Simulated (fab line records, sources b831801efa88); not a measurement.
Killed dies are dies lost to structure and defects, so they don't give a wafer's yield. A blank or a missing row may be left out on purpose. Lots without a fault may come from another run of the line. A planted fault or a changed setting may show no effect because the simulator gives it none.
One fault seen from 2 desks | flow sky130 | each desk has only its own numbers; what lay behind them comes last

THE METROLOGY DESK
What the gauges read, lot by lot, whatever tool the lot ran on: means of the sampled wafers that have a number. A lot is out of limits, marked OUT, if its mean lies more than 4 standard deviations from the usual mean; the brackets give that distance.
Columns: A = SD_N_OVL at SKY_SD_N_OVL_MEAS_08, usual -1.0 nm; B = RES_XHIGH_RS at SKY_SD_N_RS_MEAS_18, usual 333.3 ohm/sq; C = PASSIVATION_CVD_02_THK at SKY_PASSIVATION_THK_MEAS_03, usual 537 nm
lot  | first seen here | A    | B     | C
L695 | day 28 06:59    | 0.7  | 333.2 | 547
L696 | day 29 11:59    | 1.1  | 334.9 | 535
L699 | day 30 01:02    | -2.0 | 332.6 | 539
L697 | day 30 03:03    | -0.0 | 333.5 | 537
L703 | day 31 03:38    | -0.7 | 332.0 | 537
L706 | day 31 21:45    | -2.1 | 333.0 | 483 (-6.8) OUT
L707 | day 32 05:38    | -2.1 | 335.4 | 459 (-9.9) OUT
L709 | day 32 09:09    | 1.2  | 333.9 | 390 (-19) OUT
L710 | day 32 13:42    | -2.5 | 335.0 | 535
L713 | day 34 03:00    | -1.3 | 333.8 | 541
L714 | day 34 15:56    | -1.1 | 333.2 | 550
This desk's finding: out of limits on L706, L707, L709; first on L706, day 46 16:37 (PASSIVATION_CVD_02_THK at SKY_PASSIVATION_THK_MEAS_03). In limits: L695, L696, L699, L697, L703, L710, L713, L714.

THE TOOL OWNER'S DESK: pecvd-03
The tool's own readings at SKY_PASSIVATION_CVD_02 (deposits Si3N4, target thk 540 nm): means of the sampled wafers that have a number, for each lot that ran on this tool. A lot is out of limits, marked OUT, if its mean lies more than 4 standard deviations from the usual mean; the brackets give that distance.
Columns: A = heater_power_w at SKY_PASSIVATION_CVD_02, usual 739 W; B = rf_fwd_power_W at SKY_PASSIVATION_CVD_02, usual 449.1 W
lot  | first seen here | A   | B
L695 | day 43 19:55    | 760 | 448.6
L699 | day 45 12:13    | 753 | 450.0
L697 | day 45 13:37    | 722 | 448.6
L706 | day 46 16:23    | 723 | 449.7
L707 | day 46 21:23    | 695 | 448.5
L709 | day 47 08:38    | 732 | 450.0
This desk's finding: nothing out of limits on any of the 6 lots.

PUT TOGETHER
The metrology desk could have raised an alarm at day 46 16:37, on L706, L707, L709.
The tool owner's desk saw nothing out of limits.
The tool owner's desk has L706, L707, L709 on record, within its limits.
Of the lots named, all ran SKY_PASSIVATION_CVD_02 on pecvd-03.

WHAT THE SIMULATOR HAD PUT IN
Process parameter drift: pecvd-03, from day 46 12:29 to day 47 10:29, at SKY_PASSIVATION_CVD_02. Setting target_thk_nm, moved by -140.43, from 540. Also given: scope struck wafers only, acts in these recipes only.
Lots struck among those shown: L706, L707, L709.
Hours from the fault's start to each desk's first reading out of limits: the metrology desk, 4.
